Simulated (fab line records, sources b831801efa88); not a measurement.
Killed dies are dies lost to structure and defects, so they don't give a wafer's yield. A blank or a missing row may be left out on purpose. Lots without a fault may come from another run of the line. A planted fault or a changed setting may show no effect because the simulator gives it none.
Which tool did it? | flow gf180mcu | 6 lots, 18 wafers sampled, at 2 steps of a route of 602

WHAT THE GAUGES READ, wafer by wafer
GF_SAB_THK_MEAS_01.
lot  | measured     | on            | SAB_CVD_00_THK (nm)
L468 | day 14 16:19 | film_metro-02 | 50.6 51.6 50.9
L471 | day 15 12:05 | film_metro-01 | 50.2 49.9 50.4
L475 | day 16 23:46 | film_metro-02 | 49.0 48.9 49.7
L477 | day 17 21:35 | film_metro-03 | 49.5 49.9 50.7
L482 | day 19 13:05 | film_metro-01 | 49.4 50.7 50.4
L489 | day 21 20:44 | film_metro-01 | 49.8 49.2 49.7

WHICH TOOL RAN EACH LOT (tool, then ch and the chambers of the sampled wafers, then the start)
lot  | GF_PSD_STRIP_10
L468 | plasma_asher-04 ch 0,1, day 14 15:47
L471 | plasma_asher-02 ch 0,1, day 15 11:32
L475 | plasma_asher-03 ch 0,1, day 16 23:12
L477 | plasma_asher-03 ch 0,1, day 17 21:02
L482 | plasma_asher-03 ch 0,1, day 19 12:27
L489 | plasma_asher-03 ch 0,1, day 21 20:11
- GF_PSD_STRIP_10: strips in O2/N2.

THE ANSWER, worked out from the rows above alone
Rule: what is usual is taken from the lots themselves. Put in order of their means at a reading, lots are off if they are a third of the lots or fewer, leave a main group of 4 or more, and stand apart from it by a gap of 3 or more times the standard deviation of the main group's means; of several such gaps the widest counts. A main group whose means are all the same, to the digits that the tables above print for the reading, isn't used. A lot without any number at a reading at which 4 lots or more have one is off too. The other lots that the step has rows for count as sound.
No lot is off at any reading shown: from this, nothing can be told.

WHAT THE SIMULATOR HAD PUT IN
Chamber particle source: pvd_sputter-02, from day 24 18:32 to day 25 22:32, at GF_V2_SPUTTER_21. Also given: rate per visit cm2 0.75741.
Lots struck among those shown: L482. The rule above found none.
